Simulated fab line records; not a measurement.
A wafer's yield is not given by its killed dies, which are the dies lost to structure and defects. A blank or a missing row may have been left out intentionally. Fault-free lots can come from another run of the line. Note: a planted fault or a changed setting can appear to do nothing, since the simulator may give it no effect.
A struck lot beside a sound one | flow sky130 | 16 out of 708 route steps
Sound: the wafers L771.1, L771.2, L771.5. Struck: wafers L775.1, L775.4, L775.5. The cause is given at the end.
Each step with rows lists, per side, the tool, then ch with its chambers, then its first start. Under that, the readings that differ: sound wafers | struck wafers | difference of the means | sigmas: that difference in standard deviations of wafers without a fault.
alike: readings whose means differ by less than 2 such deviations, and words and numbers that are the same on both sides. not compared: withheld readings, readings that some wafer has no value for, bounds like >300 that may hide the same value, and numbers for which the record gives no deviation and whose values overlap.
The two part at a step that has a row with sigmas, a row that says differs or no value, or rows on one side only. Numbers that don't overlap but have no deviation are shown without sigmas and don't part them. A reading missing from all wafers of one side parts the sides only when that side holds two or more wafers.

first, 2 steps without rows for these wafers: SKY_METAL4_PEB_11; SKY_METAL4_DEVELOP_12 (develop time 60 s).
SKY_METAL4_CD_MEAS_13: the cd target is 300 nm.
  struck on cd_sem-02, day 43 20:21; sound on cd_sem-02, day 42 07:04
  alike: cd_nm
SKY_METAL4_OVL_MEAS_14:
  struck on overlay-01, day 43 20:28; sound on overlay-02, day 42 07:11
  alike: METAL4_OVL
SKY_METAL4_DESCUM_15: chemistry O2, time 8 s.
  sound on rie_metal-03 ch 0,1, day 42 07:13; struck on rie_metal-01 ch 0,1, day 43 20:31
  alike: drypump_motor_current_A, oes_product_au, temp_c
  not compared: rf_hours_counter_h
SKY_METAL4_ETCH_16: etches BARC in N2/H2, stops on SiO2, time 88.2 s, target depth 60 nm.
  sound on rie_metal-03 ch 0,1, day 42 07:15; struck on rie_metal-01 ch 0,1, day 43 20:32
  alike: drypump_motor_current_A, oes_product_au, throttle_valve_pct
  not compared: rf_hours_counter_h
SKY_METAL4_ETCH_17: etches SiO2 in C4F8/O2/Ar, stops on TiN, time 3.9 s, target depth 15 nm.
  sound on rie_diel-01 ch 1,3, day 42 07:21; struck on rie_diel-04 ch 0,1,3, day 43 20:38
  alike: oes_product_au
  not compared: rf_hours_counter_h
SKY_METAL4_METAL_ETCH_18: etches the open film in Cl2/BCl3, stops on SiO2, target depth 845 nm, time 183.1 s.
  sound on rie_metal-02 ch 1, day 42 07:22; struck on rie_metal-02 ch 0,1, day 43 20:40
  alike: drypump_motor_current_A, oes_product_au, throttle_valve_pct
  not compared: rf_hours_counter_h
SKY_METAL4_STRIP_19: strips in O2/N2.
  sound on plasma_asher-04 ch 0,1, day 42 07:43; struck on plasma_asher-01 ch 0,1, day 43 20:50
  alike: drypump_motor_current_A, oes_product_au, strip_time_to_endpoint_s
  not compared: rf_hours_counter_h
then, 3 steps without rows for these wafers: SKY_METAL4_STRIP_20 (strips in post etch residue remover, time 1200 s); SKY_METAL4_CLEAN_21 (cleans in IPA, time 180 s); SKY_METAL4_CLEAN_22 (cleans in O3/DIW).
SKY_VIA4_HDPCVD_00: deposits SiO2, target thk 1750 nm, time 291.7 s.
  sound on hdpcvd-01 ch 1,2, day 42 08:20; struck on hdpcvd-02 ch 1,2, day 43 21:26
  reading                                  | sound             | struck            | difference | sigmas
  run_length_s (s)                         | 319.6 319.6 319.1 | 389.6 389.6 389.0 | +70.0      | +99 or more
  model.SiO2_of_VIA4_HDPCVD_00.thk_nm (nm) | 1772 1766 1771    | 2172 2172 2179    | +405       |
SKY_VIA4_THK_MEAS_01:
  struck on film_metro-02, day 43 21:36; sound on film_metro-03, day 42 08:31
  reading              | sound          | struck         | difference | sigmas
  VIA4_HDPCVD_THK (nm) | 1772 1766 1770 | 2172 2172 2179 | +405       | +19
then, 1 step without rows for these wafers: SKY_VIA4_CMP_02 (polishes SiO2).
-- the record jumps here: 4 days lie between the struck wafers' starts before and after (it left off in module VIA4 and takes up again in module PAD_OPEN, whose first step shown is number 708 of the route) --
SKY_PAD_OPEN_PROBE_99:
  struck on prober-01, day 47 13:36; sound on prober-01, day 46 05:33
  alike: defect_limited_yield, killed_at_M0_to_M3, killed_at_M4_up, killed_at_contacts, killed_at_front_end, killed_at_other, killed_dies, killed_open, killed_short, sort_bin_3_pad_short, sort_bin_5_function, sort_bin_6_memory, sort_n_pass, sort_yield_pct

## WHERE THEY PART
At SKY_VIA4_HDPCVD_00 first; at SKY_VIA4_THK_MEAS_01 last (within this record only). Later steps at which nothing parts them and some readings are alike: SKY_PAD_OPEN_PROBE_99.

WHY: what the simulator had put in
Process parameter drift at SKY_VIA4_HDPCVD_00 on hdpcvd-02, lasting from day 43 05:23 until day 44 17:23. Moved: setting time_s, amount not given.
